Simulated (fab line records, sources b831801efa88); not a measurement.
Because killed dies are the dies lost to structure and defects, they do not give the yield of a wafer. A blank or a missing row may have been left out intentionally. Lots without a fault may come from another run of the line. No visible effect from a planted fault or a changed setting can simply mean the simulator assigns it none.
One fault through the eyes of 2 desks | flow gf180mcu | each desk holds nothing but its own numbers, with what lay behind them at the end

== THE METROLOGY DESK ==
What the gauges read, lot by lot, whatever tool the lot ran on: means of the sampled wafers that have a number. Any lot whose mean is over 4 standard deviations away from the usual mean is out of limits and marked OUT; that distance is given in the brackets.
Columns: A = cd_nm at GF_V4_CD_MEAS_14, usual 259.9 nm
lot  | first seen here | A
L870 | day 24 12:58    | 259.6
L871 | day 24 19:29    | 260.4
L872 | day 25 09:10    | 260.8
L876 | day 26 14:07    | 258.6
L877 | day 27 05:10    | 259.8
L880 | day 28 06:24    | 261.3
L887 | day 30 02:39    | 259.8
L889 | day 30 10:42    | 258.9
L890 | day 30 17:23    | 260.0
L891 | day 31 00:18    | 260.5
L892 | day 31 04:35    | 261.3
Finding of this desk: none of the 11 lots has anything out of limits.

== TOOL OWNER'S DESK, rie_metal-02 ==
The tool's own readings at GF_MIM_METAL_ETCH_19 (etches the open film in Cl2/BCl3, stops on Si3N4, target depth 324.5 nm, time 54.1 s): means of the sampled wafers that have a number, for each lot that ran on this tool. Any lot whose mean is over 4 standard deviations away from the usual mean is out of limits and marked OUT; that distance is given in the brackets.
Columns: A = drypump_motor_current_A at GF_MIM_METAL_ETCH_19, usual 5.7 A; B = mfc_cl2_sccm at GF_MIM_METAL_ETCH_19, usual 80.01 sccm; C = oes_product_au at GF_MIM_METAL_ETCH_19, usual 0.941 a.u.; D = throttle_valve_pct at GF_MIM_METAL_ETCH_19, usual 28.283 %
lot  | first seen here | A   | B     | C               | D
L870 | day 25 13:01    | 6.2 | 79.85 | 0.937           | 28.290
L871 | day 25 19:10    | 6.2 | 79.61 | 0.939           | 28.277
L872 | day 26 07:37    | 5.5 | 80.11 | 0.950           | 28.268
L876 | day 27 13:10    | 6.3 | 80.04 | 0.938           | 28.277
L887 | day 30 22:30    | 5.9 | 80.36 | 0.871 (-12) OUT | 28.356 (+8.7) OUT
Finding of this desk: L887 out of limits; the first was L887 at day 30 22:30, on oes_product_au at GF_MIM_METAL_ETCH_19. L870, L871, L872, L876 stayed within limits.

== ALL TOGETHER ==
On L887, at day 30 22:30, an alarm was possible from the tool owner's desk.
From the metrology desk's view, nothing was out of limits.
The metrology desk holds a record of L887, inside its limits.
All the named lots went through GF_MIM_METAL_ETCH_19 on rie_metal-02.

== WHAT THE SIMULATOR PUT IN ==
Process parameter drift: rie_metal-02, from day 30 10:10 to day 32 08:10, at GF_MIM_METAL_ETCH_19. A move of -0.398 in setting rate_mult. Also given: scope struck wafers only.
Lots struck among those shown: L887.
Time in hours from fault onset to the first out-of-limits reading at each desk: the tool owner's desk, 12.
